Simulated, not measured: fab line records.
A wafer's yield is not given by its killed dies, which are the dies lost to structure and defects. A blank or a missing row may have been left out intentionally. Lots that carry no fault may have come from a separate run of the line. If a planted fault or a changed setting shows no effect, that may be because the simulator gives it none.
fab line records / flow sky130
record: lots: 15 wafers: 43 last-day: 50
route steps=708 shown CAP2M@605 METAL4@631 VIA4@660
lots that met no fault: taken from a fault-free run of the same line
start-h: hours from the record's opening day to when the first of the lot's shown wafers began / wait-h: hours from the lot's prior step to this one / " as in the row above / L1.1+2: one row covering several wafers at once / - no value, or no start was given / * or withheld: withheld / < > ~ a bound
route shown NAME@n: NAME is a module with steps in the file, n the number in the route of the first one / usual: the fault-free wafers' mean and standard deviation / same: alike in all rows / chamber/n: place in a boat / sites: readings site by site / _std_site: how widely they spread, as a standard deviation / _edge_site: inner sites' mean taken away from outer sites' mean / radius-mm: how far each site lies from the wafer's centre / mask NAME#n: copy n / behind: the last tool/chamber to shape the wafer / hold: why the lot went on hold/how many hours it stayed there/how the hold came to an end / device: which transistor (n, p or np) failed to switch / end of line: the same wafers' tests at the end of the route / where a step has no rows: the recipe by itself / killed: dies lost to structure and defects at the first sort, not the wafer's yield / map: dies across one wafer; x = killed, . = not, _ = none there
set.NAME: the setting the step ran with; set.NAME@STEP: the setting that earlier step ran with / model.NAME: the simulator's own value behind a step, which no gauge read
route steps across a sampled set of lots; one table per step, one row per wafer
services: a tool's chamber out of use, with start hour (start-h, from the record's first day; less than 0 if before it), hours out, and reason
== steps ==
step: SKY_CAP2M_SPUTTER_02
recipe: material: TiN target-thk-nm: 200 temp-c: 300 power-w: 6500 time-s: 166.7 chamber-pressure-pa: 0.4
usual: throttle-valve-pct: 30.1/1.1
lot.wafer=L897.1 tool=pvd-sputter-02 chamber=- start-h=928.64 wait-h=0.1 throttle-valve-pct=29.5
lot.wafer=L897.5 tool=pvd-sputter-02 chamber=- start-h=928.64 wait-h=0.1 throttle-valve-pct=30.6
lot.wafer=L897.6 tool=pvd-sputter-02 chamber=- start-h=928.64 wait-h=0.1 throttle-valve-pct=29.7
lot.wafer=L898.2 tool=pvd-sputter-02 chamber=- start-h=934.02 wait-h=0.0 throttle-valve-pct=30.8
lot.wafer=L898.3 tool=pvd-sputter-02 chamber=- start-h=934.02 wait-h=0.0 throttle-valve-pct=31.1
lot.wafer=L898.4 tool=pvd-sputter-02 chamber=- start-h=934.02 wait-h=0.0 throttle-valve-pct=30.6
lot.wafer=L899.3 tool=pvd-sputter-02 chamber=- start-h=945.53 wait-h=0.0 throttle-valve-pct=30.2
lot.wafer=L899.4 tool=pvd-sputter-02 chamber=- start-h=945.53 wait-h=0.0 throttle-valve-pct=30.9
lot.wafer=L899.6 tool=pvd-sputter-02 chamber=- start-h=945.53 wait-h=0.0 throttle-valve-pct=30.4
lot.wafer=L901.1 tool=pvd-sputter-03 chamber=- start-h=962.43 wait-h=0.1 throttle-valve-pct=30.1
lot.wafer=L901.3 tool=pvd-sputter-03 chamber=- start-h=962.43 wait-h=0.1 throttle-valve-pct=29.9
lot.wafer=L901.6 tool=pvd-sputter-03 chamber=- start-h=962.43 wait-h=0.1 throttle-valve-pct=28.4
lot.wafer=L900.1 tool=pvd-sputter-04 chamber=- start-h=963.49 wait-h=0.1 throttle-valve-pct=32.5
lot.wafer=L900.4 tool=pvd-sputter-04 chamber=- start-h=963.49 wait-h=0.1 throttle-valve-pct=30.2
lot.wafer=L900.6 tool=pvd-sputter-04 chamber=- start-h=963.49 wait-h=0.1 throttle-valve-pct=32.6
lot.wafer=L903.3 tool=pvd-sputter-02 chamber=- start-h=965.03 wait-h=0.0 throttle-valve-pct=30.0
lot.wafer=L903.4 tool=pvd-sputter-02 chamber=- start-h=965.03 wait-h=0.0 throttle-valve-pct=30.7
lot.wafer=L903.5 tool=pvd-sputter-02 chamber=- start-h=965.03 wait-h=0.0 throttle-valve-pct=29.5
lot.wafer=L904.1 tool=pvd-sputter-02 chamber=- start-h=985.10 wait-h=0.1 throttle-valve-pct=30.1
lot.wafer=L904.2 tool=pvd-sputter-02 chamber=- start-h=985.10 wait-h=0.1 throttle-valve-pct=29.6
lot.wafer=L904.4 tool=pvd-sputter-02 chamber=- start-h=985.10 wait-h=0.1 throttle-valve-pct=30.7
lot.wafer=L905.1 tool=pvd-sputter-02 chamber=- start-h=986.65 wait-h=0.1 throttle-valve-pct=30.9
lot.wafer=L905.2 tool=pvd-sputter-02 chamber=- start-h=986.65 wait-h=0.1 throttle-valve-pct=30.5
lot.wafer=L905.4 tool=pvd-sputter-02 chamber=- start-h=986.65 wait-h=0.1 throttle-valve-pct=29.6
lot.wafer=L906.1 tool=pvd-sputter-03 chamber=- start-h=988.82 wait-h=0.1 throttle-valve-pct=28.6
lot.wafer=L906.5 tool=pvd-sputter-03 chamber=- start-h=988.82 wait-h=0.1 throttle-valve-pct=30.1
lot.wafer=L906.6 tool=pvd-sputter-03 chamber=- start-h=988.82 wait-h=0.1 throttle-valve-pct=30.0
lot.wafer=L907.3 tool=pvd-sputter-02 chamber=- start-h=997.50 wait-h=0.0 throttle-valve-pct=29.7
lot.wafer=L907.5 tool=pvd-sputter-02 chamber=- start-h=997.50 wait-h=0.0 throttle-valve-pct=29.6
lot.wafer=L908.5 tool=pvd-sputter-03 chamber=- start-h=1007.17 wait-h=0.1 throttle-valve-pct=29.9
lot.wafer=L908.6 tool=pvd-sputter-03 chamber=- start-h=1007.17 wait-h=0.1 throttle-valve-pct=28.7
lot.wafer=L909.2 tool=pvd-sputter-04 chamber=- start-h=1018.81 wait-h=0.0 throttle-valve-pct=28.1
lot.wafer=L909.3 tool=pvd-sputter-04 chamber=- start-h=1018.81 wait-h=0.0 throttle-valve-pct=29.1
lot.wafer=L909.6 tool=pvd-sputter-04 chamber=- start-h=1018.81 wait-h=0.0 throttle-valve-pct=30.3
lot.wafer=L918.1 tool=pvd-sputter-03 chamber=- start-h=1061.60 wait-h=0.1 throttle-valve-pct=29.9
lot.wafer=L918.3 tool=pvd-sputter-03 chamber=- start-h=1061.60 wait-h=0.1 throttle-valve-pct=30.1
lot.wafer=L918.4 tool=pvd-sputter-03 chamber=- start-h=1061.60 wait-h=0.1 throttle-valve-pct=30.3
lot.wafer=L917.2 tool=pvd-sputter-03 chamber=- start-h=1062.43 wait-h=0.0 throttle-valve-pct=30.1
lot.wafer=L917.3 tool=pvd-sputter-03 chamber=- start-h=1062.43 wait-h=0.0 throttle-valve-pct=30.2
lot.wafer=L917.5 tool=pvd-sputter-03 chamber=- start-h=1062.43 wait-h=0.0 throttle-valve-pct=30.0
lot.wafer=L919.1 tool=pvd-sputter-02 chamber=- start-h=1068.77 wait-h=0.1 throttle-valve-pct=29.6
lot.wafer=L919.3 tool=pvd-sputter-02 chamber=- start-h=1068.77 wait-h=0.1 throttle-valve-pct=30.6
lot.wafer=L919.5 tool=pvd-sputter-02 chamber=- start-h=1068.77 wait-h=0.1 throttle-valve-pct=30.6
step: SKY_CAP2M_OVL_MEAS_12
usual: CAP2M_OVL: 0.3/1.5
lot.wafer=L897.1 tool=overlay-01 chamber=- start-h=953.79 wait-h=0.1 CAP2M_OVL[nm]=-0.1
lot.wafer=L897.5 tool=overlay-01 chamber=- start-h=953.79 wait-h=0.1 CAP2M_OVL[nm]=-0.7
lot.wafer=L897.6 tool=overlay-01 chamber=- start-h=953.79 wait-h=0.1 CAP2M_OVL[nm]=-0.2
lot.wafer=L898.2 tool=overlay-02 chamber=- start-h=958.46 wait-h=0.1 CAP2M_OVL[nm]=-0.6
lot.wafer=L898.3 tool=overlay-02 chamber=- start-h=958.46 wait-h=0.1 CAP2M_OVL[nm]=-1.7
lot.wafer=L898.4 tool=overlay-02 chamber=- start-h=958.46 wait-h=0.1 CAP2M_OVL[nm]=-2.0
lot.wafer=L899.3 tool=overlay-01 chamber=- start-h=969.34 wait-h=0.1 CAP2M_OVL[nm]=2.1
lot.wafer=L899.4 tool=overlay-01 chamber=- start-h=969.34 wait-h=0.1 CAP2M_OVL[nm]=1.4
lot.wafer=L899.6 tool=overlay-01 chamber=- start-h=969.34 wait-h=0.1 CAP2M_OVL[nm]=1.9
lot.wafer=L901.1 tool=overlay-02 chamber=- start-h=985.91 wait-h=0.1 CAP2M_OVL[nm]=1.0
lot.wafer=L901.3 tool=overlay-02 chamber=- start-h=985.91 wait-h=0.1 CAP2M_OVL[nm]=1.7
lot.wafer=L901.6 tool=overlay-02 chamber=- start-h=985.91 wait-h=0.1 CAP2M_OVL[nm]=1.3
lot.wafer=L900.1 tool=overlay-01 chamber=- start-h=986.78 wait-h=0.1 CAP2M_OVL[nm]=1.9
lot.wafer=L900.4 tool=overlay-01 chamber=- start-h=986.78 wait-h=0.1 CAP2M_OVL[nm]=0.5
lot.wafer=L900.6 tool=overlay-01 chamber=- start-h=986.78 wait-h=0.1 CAP2M_OVL[nm]=1.0
lot.wafer=L903.3 tool=overlay-01 chamber=- start-h=988.37 wait-h=0.1 CAP2M_OVL[nm]=1.0
lot.wafer=L903.4 tool=overlay-01 chamber=- start-h=988.37 wait-h=0.1 CAP2M_OVL[nm]=2.3
lot.wafer=L903.5 tool=overlay-01 chamber=- start-h=988.37 wait-h=0.1 CAP2M_OVL[nm]=2.1
lot.wafer=L904.1 tool=overlay-01 chamber=- start-h=1008.11 wait-h=0.1 CAP2M_OVL[nm]=2.3
lot.wafer=L904.2 tool=overlay-01 chamber=- start-h=1008.11 wait-h=0.1 CAP2M_OVL[nm]=-0.9
lot.wafer=L904.4 tool=overlay-01 chamber=- start-h=1008.11 wait-h=0.1 CAP2M_OVL[nm]=0.8
lot.wafer=L905.1 tool=overlay-01 chamber=- start-h=1008.41 wait-h=0.1 CAP2M_OVL[nm]=-0.6
lot.wafer=L905.2 tool=overlay-01 chamber=- start-h=1008.41 wait-h=0.1 CAP2M_OVL[nm]=2.7
lot.wafer=L905.4 tool=overlay-01 chamber=- start-h=1008.41 wait-h=0.1 CAP2M_OVL[nm]=-0.3
lot.wafer=L906.1 tool=overlay-01 chamber=- start-h=1012.23 wait-h=0.1 CAP2M_OVL[nm]=0.1
lot.wafer=L906.5 tool=overlay-01 chamber=- start-h=1012.23 wait-h=0.1 CAP2M_OVL[nm]=-1.6
lot.wafer=L906.6 tool=overlay-01 chamber=- start-h=1012.23 wait-h=0.1 CAP2M_OVL[nm]=0.6
lot.wafer=L907.3 tool=overlay-01 chamber=- start-h=1021.00 wait-h=0.1 CAP2M_OVL[nm]=0.7
lot.wafer=L907.5 tool=overlay-01 chamber=- start-h=1021.00 wait-h=0.1 CAP2M_OVL[nm]=-1.0
lot.wafer=L908.5 tool=overlay-02 chamber=- start-h=1030.80 wait-h=0.0 CAP2M_OVL[nm]=1.9
lot.wafer=L908.6 tool=overlay-02 chamber=- start-h=1030.80 wait-h=0.0 CAP2M_OVL[nm]=1.1
lot.wafer=L909.2 tool=overlay-02 chamber=- start-h=1041.53 wait-h=0.1 CAP2M_OVL[nm]=-3.3
lot.wafer=L909.3 tool=overlay-02 chamber=- start-h=1041.53 wait-h=0.1 CAP2M_OVL[nm]=-2.7
lot.wafer=L909.6 tool=overlay-02 chamber=- start-h=1041.53 wait-h=0.1 CAP2M_OVL[nm]=-3.8
lot.wafer=L918.1 tool=overlay-02 chamber=- start-h=1082.39 wait-h=0.1 CAP2M_OVL[nm]=1.1
lot.wafer=L918.3 tool=overlay-02 chamber=- start-h=1082.39 wait-h=0.1 CAP2M_OVL[nm]=1.3
lot.wafer=L918.4 tool=overlay-02 chamber=- start-h=1082.39 wait-h=0.1 CAP2M_OVL[nm]=2.2
lot.wafer=L917.2 tool=overlay-01 chamber=- start-h=1083.48 wait-h=0.1 CAP2M_OVL[nm]=0.0
lot.wafer=L917.3 tool=overlay-01 chamber=- start-h=1083.48 wait-h=0.1 CAP2M_OVL[nm]=-0.6
lot.wafer=L917.5 tool=overlay-01 chamber=- start-h=1083.48 wait-h=0.1 CAP2M_OVL[nm]=-0.2
lot.wafer=L919.1 tool=overlay-01 chamber=- start-h=1090.08 wait-h=0.1 CAP2M_OVL[nm]=0.4
lot.wafer=L919.3 tool=overlay-01 chamber=- start-h=1090.08 wait-h=0.1 CAP2M_OVL[nm]=2.0
lot.wafer=L919.5 tool=overlay-01 chamber=- start-h=1090.08 wait-h=0.1 CAP2M_OVL[nm]=1.6
step: SKY_METAL4_DESCUM_15
recipe: chemistry: O2 source-power-w: 150 bias-power-w: 0 pressure-mtorr: 10 temp-c: 40 time-s: 8
usual: drypump-motor-current-A: 5.5/0.4 oes-product-au: 0.995/0.0078
lot.wafer=L897.1 tool=rie-metal-01 chamber=1 start-h=978.24 wait-h=0.0 drypump-motor-current-A=5.7 oes-product-au=0.992 rf-hours-counter-h=5
lot.wafer=L897.5 tool=rie-metal-01 chamber=1 start-h=978.24 wait-h=0.0 drypump-motor-current-A=5.7 oes-product-au=0.985 rf-hours-counter-h=-
lot.wafer=L897.6 tool=rie-metal-01 chamber=0 start-h=978.24 wait-h=0.0 drypump-motor-current-A=4.9 oes-product-au=0.994 rf-hours-counter-h=-
lot.wafer=L898.2 tool=rie-metal-03 chamber=1 start-h=982.78 wait-h=0.0 drypump-motor-current-A=6.2 oes-product-au=1.001 rf-hours-counter-h=14
lot.wafer=L898.3 tool=rie-metal-03 chamber=1 start-h=982.78 wait-h=0.0 drypump-motor-current-A=6.2 oes-product-au=0.997 rf-hours-counter-h=-
lot.wafer=L898.4 tool=rie-metal-03 chamber=0 start-h=982.78 wait-h=0.0 drypump-motor-current-A=5.7 oes-product-au=0.993 rf-hours-counter-h=-
lot.wafer=L899.3 tool=rie-metal-02 chamber=0 start-h=993.01 wait-h=0.0 drypump-motor-current-A=5.8 oes-product-au=0.989 rf-hours-counter-h=-
lot.wafer=L899.4 tool=rie-metal-02 chamber=1 start-h=993.01 wait-h=0.0 drypump-motor-current-A=5.2 oes-product-au=1.002 rf-hours-counter-h=-
lot.wafer=L899.6 tool=rie-metal-02 chamber=0 start-h=993.01 wait-h=0.0 drypump-motor-current-A=5.8 oes-product-au=0.998 rf-hours-counter-h=-
lot.wafer=L901.1 tool=rie-metal-03 chamber=0 start-h=1009.63 wait-h=0.0 drypump-motor-current-A=5.7 oes-product-au=0.986 rf-hours-counter-h=13
lot.wafer=L901.3 tool=rie-metal-03 chamber=1 start-h=1009.63 wait-h=0.0 drypump-motor-current-A=6.3 oes-product-au=0.993 rf-hours-counter-h=-
lot.wafer=L901.6 tool=rie-metal-03 chamber=0 start-h=1009.63 wait-h=0.0 drypump-motor-current-A=5.7 oes-product-au=0.991 rf-hours-counter-h=-
lot.wafer=L900.1 tool=rie-metal-01 chamber=0 start-h=1010.63 wait-h=0.0 drypump-motor-current-A=4.9 oes-product-au=0.983 rf-hours-counter-h=14
lot.wafer=L900.4 tool=rie-metal-01 chamber=0 start-h=1010.63 wait-h=0.0 drypump-motor-current-A=4.9 oes-product-au=0.990 rf-hours-counter-h=-
lot.wafer=L900.6 tool=rie-metal-01 chamber=0 start-h=1010.63 wait-h=0.0 drypump-motor-current-A=4.9 oes-product-au=0.991 rf-hours-counter-h=-
lot.wafer=L903.3 tool=rie-metal-02 chamber=0 start-h=1012.70 wait-h=0.0 drypump-motor-current-A=5.8 oes-product-au=0.996 rf-hours-counter-h=-
lot.wafer=L903.4 tool=rie-metal-02 chamber=1 start-h=1012.70 wait-h=0.0 drypump-motor-current-A=5.2 oes-product-au=0.995 rf-hours-counter-h=-
lot.wafer=L903.5 tool=rie-metal-02 chamber=0 start-h=1012.70 wait-h=0.0 drypump-motor-current-A=5.8 oes-product-au=0.988 rf-hours-counter-h=-
lot.wafer=L904.1 tool=rie-metal-01 chamber=1 start-h=1031.63 wait-h=0.0 drypump-motor-current-A=5.7 oes-product-au=1.002 rf-hours-counter-h=9
lot.wafer=L904.2 tool=rie-metal-01 chamber=0 start-h=1031.63 wait-h=0.0 drypump-motor-current-A=4.9 oes-product-au=0.994 rf-hours-counter-h=16
lot.wafer=L904.4 tool=rie-metal-01 chamber=1 start-h=1031.63 wait-h=0.0 drypump-motor-current-A=5.7 oes-product-au=0.989 rf-hours-counter-h=-
lot.wafer=L905.1 tool=rie-metal-01 chamber=0 start-h=1031.98 wait-h=0.0 drypump-motor-current-A=4.9 oes-product-au=1.000 rf-hours-counter-h=16
lot.wafer=L905.2 tool=rie-metal-01 chamber=1 start-h=1031.98 wait-h=0.0 drypump-motor-current-A=5.8 oes-product-au=1.008 rf-hours-counter-h=9
lot.wafer=L905.4 tool=rie-metal-01 chamber=1 start-h=1031.98 wait-h=0.0 drypump-motor-current-A=5.8 oes-product-au=1.009 rf-hours-counter-h=-
lot.wafer=L906.1 tool=rie-metal-01 chamber=1 start-h=1035.90 wait-h=0.0 drypump-motor-current-A=5.7 oes-product-au=1.014 rf-hours-counter-h=9
lot.wafer=L906.5 tool=rie-metal-01 chamber=1 start-h=1035.90 wait-h=0.0 drypump-motor-current-A=5.7 oes-product-au=1.006 rf-hours-counter-h=-
lot.wafer=L906.6 tool=rie-metal-01 chamber=0 start-h=1035.90 wait-h=0.0 drypump-motor-current-A=4.9 oes-product-au=0.999 rf-hours-counter-h=-
lot.wafer=L907.3 tool=rie-metal-02 chamber=0 start-h=1043.90 wait-h=0.0 drypump-motor-current-A=5.8 oes-product-au=0.989 rf-hours-counter-h=-
lot.wafer=L907.5 tool=rie-metal-02 chamber=0 start-h=1043.90 wait-h=0.0 drypump-motor-current-A=5.8 oes-product-au=0.985 rf-hours-counter-h=-
lot.wafer=L908.5 tool=rie-metal-02 chamber=1 start-h=1053.56 wait-h=0.0 drypump-motor-current-A=5.2 oes-product-au=1.007 rf-hours-counter-h=-
lot.wafer=L908.6 tool=rie-metal-02 chamber=0 start-h=1053.56 wait-h=0.0 drypump-motor-current-A=5.8 oes-product-au=0.991 rf-hours-counter-h=-
lot.wafer=L909.2 tool=rie-metal-02 chamber=0 start-h=1063.93 wait-h=0.0 drypump-motor-current-A=5.8 oes-product-au=0.985 rf-hours-counter-h=15
lot.wafer=L909.3 tool=rie-metal-02 chamber=1 start-h=1063.93 wait-h=0.0 drypump-motor-current-A=5.2 oes-product-au=0.998 rf-hours-counter-h=-
lot.wafer=L909.6 tool=rie-metal-02 chamber=0 start-h=1063.93 wait-h=0.0 drypump-motor-current-A=5.8 oes-product-au=0.990 rf-hours-counter-h=-
lot.wafer=L918.1 tool=rie-metal-02 chamber=0 start-h=1103.43 wait-h=0.0 drypump-motor-current-A=5.8 oes-product-au=0.986 rf-hours-counter-h=18
lot.wafer=L918.3 tool=rie-metal-02 chamber=1 start-h=1103.43 wait-h=0.0 drypump-motor-current-A=5.2 oes-product-au=1.003 rf-hours-counter-h=-
lot.wafer=L918.4 tool=rie-metal-02 chamber=0 start-h=1103.43 wait-h=0.0 drypump-motor-current-A=5.9 oes-product-au=0.986 rf-hours-counter-h=-
lot.wafer=L917.2 tool=rie-metal-02 chamber=0 start-h=1105.08 wait-h=0.0 drypump-motor-current-A=5.8 oes-product-au=0.977 rf-hours-counter-h=18
lot.wafer=L917.3 tool=rie-metal-02 chamber=0 start-h=1105.08 wait-h=0.0 drypump-motor-current-A=5.8 oes-product-au=0.981 rf-hours-counter-h=-
lot.wafer=L917.5 tool=rie-metal-02 chamber=0 start-h=1105.08 wait-h=0.0 drypump-motor-current-A=5.8 oes-product-au=0.981 rf-hours-counter-h=-
lot.wafer=L919.1 tool=rie-metal-01 chamber=0 start-h=1111.30 wait-h=0.0 drypump-motor-current-A=4.9 oes-product-au=0.993 rf-hours-counter-h=23
lot.wafer=L919.3 tool=rie-metal-01 chamber=1 start-h=1111.30 wait-h=0.0 drypump-motor-current-A=5.8 oes-product-au=1.015 rf-hours-counter-h=-
lot.wafer=L919.5 tool=rie-metal-01 chamber=0 start-h=1111.30 wait-h=0.0 drypump-motor-current-A=4.9 oes-product-au=1.006 rf-hours-counter-h=-
step: SKY_VIA4_CMP_21
recipe: stop-on: SiO2 t-overpolish-s: 25 down-force-psi: 3.5 platen-rpm: 60 target-thk-nm: 0 pad-velocity-m-s: 0.94248
usual: motor-current-A: 10.9/1 overpolish-run-s: 24.999/0.0092 time-to-endpoint-s: 120/4.7
lot.wafer=L897.1 tool=cmp-02 chamber=0 start-h=1003.96 wait-h=0.2 motor-current-A=10.4 overpolish-run-s=25.001 time-to-endpoint-s=115
lot.wafer=L897.6 tool=cmp-02 chamber=2 start-h=1003.96 wait-h=0.2 motor-current-A=10.1 overpolish-run-s=25.017 time-to-endpoint-s=114
lot.wafer=L897.5 tool=cmp-02 chamber=3 start-h=1003.96 wait-h=0.2 motor-current-A=10.4 overpolish-run-s=24.998 time-to-endpoint-s=115
lot.wafer=L898.2 tool=cmp-02 chamber=2 start-h=1008.56 wait-h=0.0 motor-current-A=10.2 overpolish-run-s=24.993 time-to-endpoint-s=117
lot.wafer=L898.4 tool=cmp-02 chamber=3 start-h=1008.56 wait-h=0.0 motor-current-A=10.1 overpolish-run-s=25.013 time-to-endpoint-s=118
lot.wafer=L898.3 tool=cmp-02 chamber=1 start-h=1008.56 wait-h=0.0 motor-current-A=12.9 overpolish-run-s=24.987 time-to-endpoint-s=116
lot.wafer=L899.3 tool=cmp-01 chamber=0 start-h=1018.56 wait-h=0.2 motor-current-A=12.4 overpolish-run-s=24.995 time-to-endpoint-s=112
lot.wafer=L899.4 tool=cmp-01 chamber=2 start-h=1018.56 wait-h=0.2 motor-current-A=9.4 overpolish-run-s=24.991 time-to-endpoint-s=115
lot.wafer=L899.6 tool=cmp-01 chamber=1 start-h=1018.56 wait-h=0.2 motor-current-A=10.4 overpolish-run-s=24.999 time-to-endpoint-s=113
lot.wafer=L901.1 tool=cmp-02 chamber=3 start-h=1035.38 wait-h=0.1 motor-current-A=10.7 overpolish-run-s=24.992 time-to-endpoint-s=124
lot.wafer=L901.3 tool=cmp-02 chamber=0 start-h=1035.38 wait-h=0.1 motor-current-A=10.5 overpolish-run-s=24.994 time-to-endpoint-s=127
lot.wafer=L901.6 tool=cmp-02 chamber=2 start-h=1035.38 wait-h=0.1 motor-current-A=10.5 overpolish-run-s=24.993 time-to-endpoint-s=125
lot.wafer=L900.4 tool=cmp-02 chamber=0 start-h=1036.02 wait-h=0.1 motor-current-A=10.5 overpolish-run-s=25.008 time-to-endpoint-s=121
lot.wafer=L900.1 tool=cmp-02 chamber=2 start-h=1036.02 wait-h=0.1 motor-current-A=10.8 overpolish-run-s=25.002 time-to-endpoint-s=120
lot.wafer=L900.6 tool=cmp-02 chamber=3 start-h=1036.02 wait-h=0.1 motor-current-A=10.0 overpolish-run-s=25.000 time-to-endpoint-s=124
lot.wafer=L903.3 tool=cmp-01 chamber=0 start-h=1038.73 wait-h=0.1 motor-current-A=12.3 overpolish-run-s=25.016 time-to-endpoint-s=114
lot.wafer=L903.4 tool=cmp-01 chamber=1 start-h=1038.73 wait-h=0.1 motor-current-A=10.1 overpolish-run-s=24.993 time-to-endpoint-s=109
lot.wafer=L903.5 tool=cmp-01 chamber=0 start-h=1038.73 wait-h=0.1 motor-current-A=12.2 overpolish-run-s=24.998 time-to-endpoint-s=112
lot.wafer=L904.4 tool=cmp-01 chamber=0 start-h=1056.17 wait-h=0.0 motor-current-A=12.5 overpolish-run-s=25.006 time-to-endpoint-s=118
lot.wafer=L904.2 tool=cmp-01 chamber=1 start-h=1056.17 wait-h=0.0 motor-current-A=10.3 overpolish-run-s=24.981 time-to-endpoint-s=116
lot.wafer=L904.1 tool=cmp-01 chamber=2 start-h=1056.17 wait-h=0.0 motor-current-A=9.6 overpolish-run-s=25.011 time-to-endpoint-s=112
lot.wafer=L905.1 tool=cmp-01 chamber=2 start-h=1056.47 wait-h=0.1 motor-current-A=9.6 overpolish-run-s=25.008 time-to-endpoint-s=119
lot.wafer=L905.4 tool=cmp-01 chamber=0 start-h=1056.47 wait-h=0.1 motor-current-A=12.0 overpolish-run-s=25.006 time-to-endpoint-s=115
lot.wafer=L905.2 tool=cmp-01 chamber=1 start-h=1056.47 wait-h=0.1 motor-current-A=11.1 overpolish-run-s=24.981 time-to-endpoint-s=122
lot.wafer=L906.1 tool=cmp-02 chamber=2 start-h=1060.78 wait-h=0.3 motor-current-A=10.4 overpolish-run-s=24.993 time-to-endpoint-s=128
lot.wafer=L906.6 tool=cmp-02 chamber=3 start-h=1060.78 wait-h=0.3 motor-current-A=9.9 overpolish-run-s=25.000 time-to-endpoint-s=121
lot.wafer=L906.5 tool=cmp-02 chamber=0 start-h=1060.78 wait-h=0.3 motor-current-A=10.8 overpolish-run-s=24.979 time-to-endpoint-s=123
lot.wafer=L907.3 tool=cmp-01 chamber=0 start-h=1067.62 wait-h=0.2 motor-current-A=11.9 overpolish-run-s=0.034 time-to-endpoint-s=188
lot.wafer=L907.5 tool=cmp-01 chamber=2 start-h=1067.62 wait-h=0.2 motor-current-A=9.8 overpolish-run-s=0.037 time-to-endpoint-s=190
lot.wafer=L908.6 tool=cmp-01 chamber=3 start-h=1077.56 wait-h=0.2 motor-current-A=10.7 overpolish-run-s=25.004 time-to-endpoint-s=126
lot.wafer=L908.5 tool=cmp-01 chamber=0 start-h=1077.56 wait-h=0.2 motor-current-A=12.8 overpolish-run-s=0.042 time-to-endpoint-s=191
lot.wafer=L909.2 tool=cmp-01 chamber=1 start-h=1087.71 wait-h=0.1 motor-current-A=10.0 overpolish-run-s=25.010 time-to-endpoint-s=117
lot.wafer=L909.3 tool=cmp-01 chamber=2 start-h=1087.71 wait-h=0.1 motor-current-A=10.0 overpolish-run-s=0.039 time-to-endpoint-s=188
lot.wafer=L909.6 tool=cmp-01 chamber=0 start-h=1087.71 wait-h=0.1 motor-current-A=11.6 overpolish-run-s=24.994 time-to-endpoint-s=116
lot.wafer=L918.3 tool=cmp-02 chamber=2 start-h=1124.80 wait-h=0.1 motor-current-A=10.8 overpolish-run-s=25.005 time-to-endpoint-s=126
lot.wafer=L918.4 tool=cmp-02 chamber=3 start-h=1124.80 wait-h=0.1 motor-current-A=10.0 overpolish-run-s=25.013 time-to-endpoint-s=123
lot.wafer=L918.1 tool=cmp-02 chamber=0 start-h=1124.80 wait-h=0.1 motor-current-A=10.5 overpolish-run-s=24.987 time-to-endpoint-s=128
lot.wafer=L917.3 tool=cmp-02 chamber=2 start-h=1126.82 wait-h=0.1 motor-current-A=10.7 overpolish-run-s=24.998 time-to-endpoint-s=122
lot.wafer=L917.2 tool=cmp-02 chamber=0 start-h=1126.82 wait-h=0.1 motor-current-A=10.1 overpolish-run-s=25.015 time-to-endpoint-s=123
lot.wafer=L917.5 tool=cmp-02 chamber=2 start-h=1126.82 wait-h=0.1 motor-current-A=10.3 overpolish-run-s=24.995 time-to-endpoint-s=120
lot.wafer=L919.1 tool=cmp-02 chamber=1 start-h=1133.18 wait-h=0.1 motor-current-A=12.4 overpolish-run-s=24.983 time-to-endpoint-s=128
lot.wafer=L919.3 tool=cmp-02 chamber=0 start-h=1133.18 wait-h=0.1 motor-current-A=10.7 overpolish-run-s=25.017 time-to-endpoint-s=124
lot.wafer=L919.5 tool=cmp-02 chamber=2 start-h=1133.18 wait-h=0.1 motor-current-A=11.2 overpolish-run-s=24.992 time-to-endpoint-s=122
== services ==
tool=cmp-01 chamber=- start-h=907.23 hours=0.8 kind=repair
tool=cmp-01 chamber=- start-h=912.00 hours=4.0 kind=pm
tool=cmp-01 chamber=- start-h=916.00 hours=- kind=consumable-replace:conditioner
tool=cmp-01 chamber=- start-h=916.00 hours=- kind=consumable-replace:pad
tool=rie-metal-02 chamber=1 start-h=927.69 hours=- kind=clean
tool=pvd-sputter-03 chamber=- start-h=939.05 hours=2.1 kind=repair
tool=cmp-02 chamber=- start-h=987.43 hours=0.3 kind=repair
tool=cmp-01 chamber=- start-h=989.73 hours=1.1 kind=repair
tool=cmp-02 chamber=- start-h=1018.07 hours=1.2 kind=repair
tool=cmp-02 chamber=- start-h=1022.31 hours=6.0 kind=repair
tool=pvd-sputter-02 chamber=- start-h=1034.39 hours=1.2 kind=repair
tool=cmp-01 chamber=- start-h=1035.27 hours=0.4 kind=repair
tool=rie-metal-03 chamber=- start-h=1038.52 hours=28.1 kind=pm
tool=pvd-sputter-03 chamber=- start-h=1044.18 hours=1.0 kind=repair
tool=cmp-01 chamber=- start-h=1045.63 hours=3.7 kind=repair
tool=pvd-sputter-03 chamber=- start-h=1065.33 hours=0.8 kind=repair
tool=pvd-sputter-02 chamber=- start-h=1071.07 hours=4.1 kind=repair
tool=cmp-02 chamber=- start-h=1084.24 hours=4.0 kind=pm
tool=cmp-01 chamber=- start-h=1088.24 hours=4.6 kind=pm
tool=cmp-02 chamber=- start-h=1088.24 hours=- kind=consumable-replace:conditioner
tool=cmp-02 chamber=- start-h=1088.24 hours=- kind=consumable-replace:pad
tool=rie-metal-01 chamber=0 start-h=1092.61 hours=2.4 kind=repair
tool=pvd-sputter-03 chamber=- start-h=1109.54 hours=4.6 kind=repair
tool=cmp-02 chamber=- start-h=1113.56 hours=4.5 kind=pm
== key ==
first-sign: step: SKY_VIA4_CMP_21 reading: overpolish-run-s direction: down sigmas: 99+ usual: 24.999 struck: 0.038
effect: step: SKY_VIA4_CMP_21 reading: time-to-endpoint-s direction: up sigmas: 15 usual: * struck: *
met-at SKY_VIA4_CMP_21
struck-lots L907,L908,L909
struck-wafers L907.3,L907.5,L908.5,L909.3
later-rows-left-out L907.3,L907.5,L908.5,L909.3
sort-left-out L907.3,L907.5,L908.5,L909.3
not-acting-at SKY_CAP2M_SPUTTER_02,SKY_CAP2M_OVL_MEAS_12,SKY_METAL4_DESCUM_15
onset-between 1056.47 1067.62
fault: kind: process-parameter-drift tool: cmp-01 chamber: - onset-h: 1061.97 steps: SKY_VIA4_CMP_21 channel: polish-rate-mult offset: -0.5 shape: step end-h: 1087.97 scope: struck-wafers-only
sort-left-out: the simulated sort isn't trusted on such a fault, so these wafers' sort isn't shown, and their yield isn't known
later-rows-left-out: the simulator's readings of these wafers behind a module that went badly wrong aren't trusted and aren't shown, but for the sort
